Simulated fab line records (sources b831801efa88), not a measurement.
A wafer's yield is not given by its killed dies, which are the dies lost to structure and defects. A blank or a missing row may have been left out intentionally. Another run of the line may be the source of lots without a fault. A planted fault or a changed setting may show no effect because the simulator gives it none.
Which tool is to blame? ; flow sky130 ; 7 lots, 21 wafers sampled, at 4 steps of a route of 708

## WHAT EACH GAUGE READ, for each wafer
SKY_LDD_LDN_TW_MEAS_13.
lot;measured;on;LDD_LDN_TW
L209;day 24 15:01;film_metro-01;1457 1456 1461
L211;day 24 21:43;film_metro-03;1463 1461 1456
L216;day 26 15:58;film_metro-04;1472 1463 1468
L218;day 27 12:22;film_metro-01;1344 1341 1347
L224;day 29 13:29;film_metro-01;1462 1460 1456
L226;day 29 23:08;film_metro-01;1453 1459 1451
L229;day 32 01:31;film_metro-04;1450 1462 1453

## TOOL THAT RAN EACH LOT (tool first, then ch and the chambers of the sampled wafers, then the start)
lot;SKY_POLY_GATE_ETCH_17;SKY_POLY_GATE_STRIP_18;SKY_LDD_LDN_IMPLANT_10
L209;rie_si-02 ch 1,3, day 17 22:36;plasma_asher-01 ch 0,1, day 17 22:40;implanter-01 ch 0, day 24 14:38
L211;rie_si-01 ch 1,2,3, day 18 08:55;plasma_asher-03 ch 0,1, day 18 08:59;implanter-01 ch 0, day 24 21:19
L216;rie_si-01 ch 2,3, day 20 05:39;plasma_asher-03 ch 0,1, day 20 05:43;implanter-01 ch 0, day 26 15:35
L218;rie_si-02 ch 0,1,3, day 21 00:32;plasma_asher-02 ch 0,1, day 21 00:35;implanter-04, day 27 11:58
L224;rie_si-02 ch 2,3, day 23 06:08;plasma_asher-02 ch 1, day 23 06:11;implanter-01 ch 0, day 29 13:06
L226;rie_si-02 ch 1,2, day 23 16:22;plasma_asher-01 ch 0,1, day 23 16:28;implanter-04 ch 0, day 29 22:46
L229;rie_si-02 ch 1,2, day 26 00:24;plasma_asher-02 ch 0,1, day 26 00:28;implanter-01 ch 0, day 32 01:07
- SKY_POLY_GATE_ETCH_17: etches poly-Si in HBr/Cl2, stops on SiO2, target depth 180 nm, time 70.5 s.
- SKY_POLY_GATE_STRIP_18: strips in O2/N2.
- SKY_LDD_LDN_IMPLANT_10

## THE ANSWER, worked out from the rows above alone
Rule: usual is defined by the lots themselves. Put in order of their means at a reading, lots are off if they are a third of the lots or fewer, leave a main group of 4 or more, and stand apart from it by a gap of 3 or more times the standard deviation of the main group's means; of several such gaps the widest counts. If all means in a main group match to the digits the tables above print for the reading, that group is not used. A lot without any number at a reading at which 4 lots or more have one is off too. The other lots that the step has rows for count as sound.
Off: L218, at SKY_LDD_LDN_TW_MEAS_13 (LDD_LDN_TW). Mean 1459 and standard deviation 4.4 in the main group.
A tool fits if, at a process step before that reading, it ran every lot that is off, and no sound lot after the first of them. The gauges at SKY_LDD_LDN_TW_MEAS_13 are tried like those tools. Of those tried, none fits.

## WHAT THE SIMULATOR HAD PUT IN
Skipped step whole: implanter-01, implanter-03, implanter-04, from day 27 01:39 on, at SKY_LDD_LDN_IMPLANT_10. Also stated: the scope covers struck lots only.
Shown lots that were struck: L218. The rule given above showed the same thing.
